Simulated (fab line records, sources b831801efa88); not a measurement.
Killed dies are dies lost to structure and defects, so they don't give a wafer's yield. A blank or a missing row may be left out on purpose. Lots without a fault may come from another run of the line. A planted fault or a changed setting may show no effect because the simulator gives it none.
A struck lot beside a sound one | flow sky130 | 14 steps out of a route of 708
Sound: wafers L587.3, L587.5, L587.6. Struck: wafers L582.2, L582.3, L582.4. The cause comes at the end.
At each step with rows: each side's tool, then ch and its chambers, then its first start. Under that, the readings that differ: sound wafers | struck wafers | difference of the means | sigmas: that difference in standard deviations of wafers without a fault.
alike: readings whose means differ by less than 2 such deviations, and words and numbers that are the same on both sides. not compared: withheld readings, readings that some wafer has no value for, bounds like >300 that may hide the same value, and numbers for which the record gives no deviation and whose values overlap.
The two part at a step that has a row with sigmas, a row that says differs or no value, or rows on one side only. Numbers that don't overlap but have no deviation are shown without sigmas and don't part them. A reading that every wafer of one side lacks parts them only if that side has two wafers or more.

SKY_LDD_LDN_TW_MEAS_13:
  sound on film_metro-04, day 30 19:50; struck on film_metro-01, day 29 07:13
  alike: LDD_LDN_TW
then, 2 steps without rows for these wafers: SKY_LDD_LDN_CLEAN_14 (cleans in SC1/SC2, time 150 s); SKY_SPACER_CVD_00 (deposits Si3N4 from DCS/NH3, target thk 43.1 nm, time 740 s).
SKY_SPACER_THK_MEAS_01:
  sound on film_metro-01, day 30 22:58; struck on film_metro-03, day 29 08:33
  alike: SPACER_CVD_00_THK
SKY_SPACER_ETCHBACK_02: etches Si3N4 in CH3F/O2, stops on SiO2, time 46.7 s, target depth 45 nm.
  sound on rie_diel-03 ch 0,2,3, day 30 23:00; struck on rie_diel-01 ch 0,2,3, day 29 08:36
  reading                | sound                | struck               | difference | sigmas
  throttle_valve_pct (%) | 10.552 10.575 10.589 | 10.538 10.554 10.563 | -0.020     | -2
  alike: O2_flow_sccm, drypump_motor_current_A, oes_product_au
  not compared: rf_hours_counter_h
then, 7 steps without rows for these wafers: SKY_POLY_CUT_DEHYDRATE_00 (time 60 s); SKY_POLY_CUT_HMDS_01 (prime time 60 s); SKY_POLY_CUT_COAT_02 (resist thk 60 nm); SKY_POLY_CUT_COAT_03 (resist thk 450 nm); SKY_POLY_CUT_SOFTBAKE_04 (time 90 s); SKY_POLY_CUT_EXPOSE_05 (exposes mask NPCM, target cd 270 nm); SKY_POLY_CUT_PEB_06.
SKY_POLY_CUT_DEVELOP_07: develop time 60 s.
  sound on litho_track-02 ch 0, day 32 03:00; struck on litho_track-02, day 30 12:00
  no value came back on the struck wafers for chill_plate_temp_C (C), develop_time_s (s); on the sound wafers chill_plate_temp_C (C) reads 22.86 22.87 22.83
  reading                                         | sound             | struck            | difference | sigmas
  model.KrF-thick_of_POLY_CUT_COAT_03.thk_nm (nm) | 435.9 436.7 436.3 | 449.7 450.9 450.5 | +14.1      |
SKY_POLY_CUT_CD_MEAS_08: target cd 270 nm.
  sound on cd_sem-01, day 32 03:25; struck on cd_sem-02, day 30 12:30
  reading    | sound             | struck | difference                    | sigmas
  cd_nm (nm) | 270.9 269.0 268.9 | - - -  | no value on the struck wafers |

WHERE THEY PART
First at SKY_SPACER_ETCHBACK_02; last, within this record, at SKY_POLY_CUT_CD_MEAS_08.

WHY: what the simulator had put in
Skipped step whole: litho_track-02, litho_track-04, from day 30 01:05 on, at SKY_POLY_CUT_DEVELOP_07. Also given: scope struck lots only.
